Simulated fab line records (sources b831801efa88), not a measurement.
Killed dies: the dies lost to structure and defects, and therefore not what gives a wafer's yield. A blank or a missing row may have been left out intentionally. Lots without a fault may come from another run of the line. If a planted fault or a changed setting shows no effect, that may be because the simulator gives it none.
A struck lot beside a sound one    flow gf180mcu    15 out of 602 route steps
Sound: these wafers, L540.2, L540.3, L540.5. Struck: wafer L555.2 (left out: L555.1, L555.3 of the same lot, which were not struck); the cause appears at the end.
For every step that has rows: the tool of each side, followed by ch and its chambers, followed by its first start. Under that, the readings that differ: sound wafers    struck wafers    difference of the means    sigmas: that difference in standard deviations of wafers without a fault.
alike: a reading whose means differ by less than 2 such deviations, as well as words and numbers matching on both sides. not compared: withheld readings; readings where some wafer has no value; bounds like >300 that might hide an equal value; numbers whose values overlap and for which the record gives no deviation.
Wherever a step has rows on one side only, a row that says differs or no value, or a row with sigmas, the two part there. Numbers that don't overlap but have no deviation are shown without sigmas and don't part them. A reading missing from all wafers of one side parts the sides only when that side holds two or more wafers.

first, 5 steps without rows for these wafers: GF_V3_COAT_09 (resist thk 1000 nm); GF_V3_SOFTBAKE_10 (time 60 s); GF_V3_EXPOSE_11 (exposes mask Via3, target cd 260 nm); GF_V3_PEB_12 (peb time 90 s); GF_V3_DEVELOP_13 (develop time 60 s).
GF_V3_CD_MEAS_14 targets a cd of 260 nm.
  sound: cd-sem-02 at day 24 02:06; struck: cd-sem-02 at day 28 14:17
reading     sound              struck  difference  sigmas
cd-nm (nm)  257.2 256.1 256.7  262.5   +5.8        +4
GF_V3_OVL_MEAS_15:
  sound: overlay-01 at day 24 02:12; struck: overlay-01 at day 28 14:25
  alike: V3_OVL
GF_V3_ETCH_16: etches BARC in N2/H2.
  sound on rie-diel-02 ch 0,2,3, day 24 02:14; struck on rie-diel-01 ch 2, day 28 14:27
  alike: drypump-motor-current-A, n2-flow-sccm, oes-product-au, throttle-valve-pct
GF_V3_ETCH_17: etches SiO2 in C4F8/O2/Ar, stops on TiN, target depth 635 nm.
  sound on rie-diel-02 ch 0,2,3; struck on rie-diel-01 ch 2
  alike: oes-product-au
GF_V3_STRIP_18: strips in O2/N2.
  sound on plasma-asher-02 ch 0,1, day 24 02:22; struck on plasma-asher-03 ch 1, day 28 14:35
reading                sound              struck  difference  sigmas
oes-product-au (a.u.)  0.590 0.586 0.589  0.598   +0.010      +2
  alike: drypump-motor-current-A, heater-power-w, n2-flow-sccm, platen-temp-c
  not compared: rf-hours-counter-h
then, 2 steps without rows for these wafers: GF_V3_STRIP_19 (strips in post etch residue remover, time 1200 s); GF_V3_CLEAN_20 (cleans in DIW).
GF_V3_SPUTTER_21: material Ti, target thk 15 nm, time 80.02 s.
  sound: pvd-sputter-04 at day 24 02:53; struck: pvd-sputter-04 at day 28 15:07
reading                                sound                 struck  difference  sigmas
cathode-dc-power-W (W)                 2499.1 2500.1 2499.6  1996.3  -503.3      -99 or more
model.Ti_of_V3_SPUTTER_21.thk-nm (nm)  15.09 14.94 15.2      11.72   -3.36       
  alike: throttle-valve-pct
GF_V3_SPUTTER_22: material TiN, target thk 10 nm, time 40 s.
  sound: pvd-sputter-04 at day 24 02:58; struck: pvd-sputter-04 at day 28 15:10
  alike: cathode-dc-power-W, throttle-valve-pct
GF_PASSIVATION_PROBE_99:
  rows exist in the record for the sound wafers here (prober-01, day 30 13:20), none for the struck ones

WHERE THEY PART
Last at GF_PASSIVATION_PROBE_99 as far as this record goes, first at GF_V3_CD_MEAS_14.

WHY: the cause the simulator had injected
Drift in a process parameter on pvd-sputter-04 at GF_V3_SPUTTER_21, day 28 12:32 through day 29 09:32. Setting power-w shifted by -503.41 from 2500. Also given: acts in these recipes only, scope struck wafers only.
